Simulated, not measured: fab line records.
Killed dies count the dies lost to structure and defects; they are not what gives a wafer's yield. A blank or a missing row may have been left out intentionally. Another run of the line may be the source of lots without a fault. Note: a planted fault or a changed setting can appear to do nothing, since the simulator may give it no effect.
One fault through the eyes of 2 desks -- flow gf180mcu -- numbers are kept per desk, each desk with only its own; the story behind them comes last

== FROM THE METROLOGY DESK ==
What the gauges read, lot by lot, whatever tool the lot ran on: means of the sampled wafers that have a number. The brackets show how far a lot's mean lies from the usual mean; more than 4 standard deviations puts the lot out of limits, marked OUT.
Columns: A = V5_W_THK at GF_V5_THK_MEAS_25, usual 356 nm
lot,first seen here,A
L214,day 27 09:10,351
L215,day 27 12:04,367
L216,day 27 18:57,360
L218,day 28 10:25,353
L219,day 28 17:28,354
L221,day 29 07:21,364
L220,day 29 10:16,351
L222,day 29 12:13,358
L223,day 30 00:08,353
L224,day 30 07:40,355
L230,day 31 17:10,361
L231,day 31 23:49,351
L237,day 33 18:53,358
Finding of this desk: none of the 13 lots has anything out of limits.

== TOOL OWNER'S DESK, rie-diel-02 ==
The tool's own readings at GF_V2_ETCH_17 (etches SiO2 in C4F8/O2/Ar, stops on TiN, target depth 630 nm): means of the sampled wafers that have a number, for each lot that ran on this tool. The brackets show how far a lot's mean lies from the usual mean; more than 4 standard deviations puts the lot out of limits, marked OUT.
Columns: A = oes-product-au at GF_V2_ETCH_17, usual 0.855 a.u.
lot,first seen here,A
L215,day 20 13:00,0.857
L216,day 20 22:00,0.860
L219,day 22 00:00,0.856
L221,day 22 18:00,0.854
L220,day 22 21:00,0.855
L222,day 22 23:00,0.852
L230,day 25 16:00,0.858
L231,day 26 00:00,0.850
Finding of this desk: none of the 8 lots has anything out of limits.

== BROUGHT TOGETHER ==
The metrology desk saw nothing out of limits.
The desk of the tool owner found nothing out of limits.

== WHAT THE SIMULATOR HAD PUT IN ==
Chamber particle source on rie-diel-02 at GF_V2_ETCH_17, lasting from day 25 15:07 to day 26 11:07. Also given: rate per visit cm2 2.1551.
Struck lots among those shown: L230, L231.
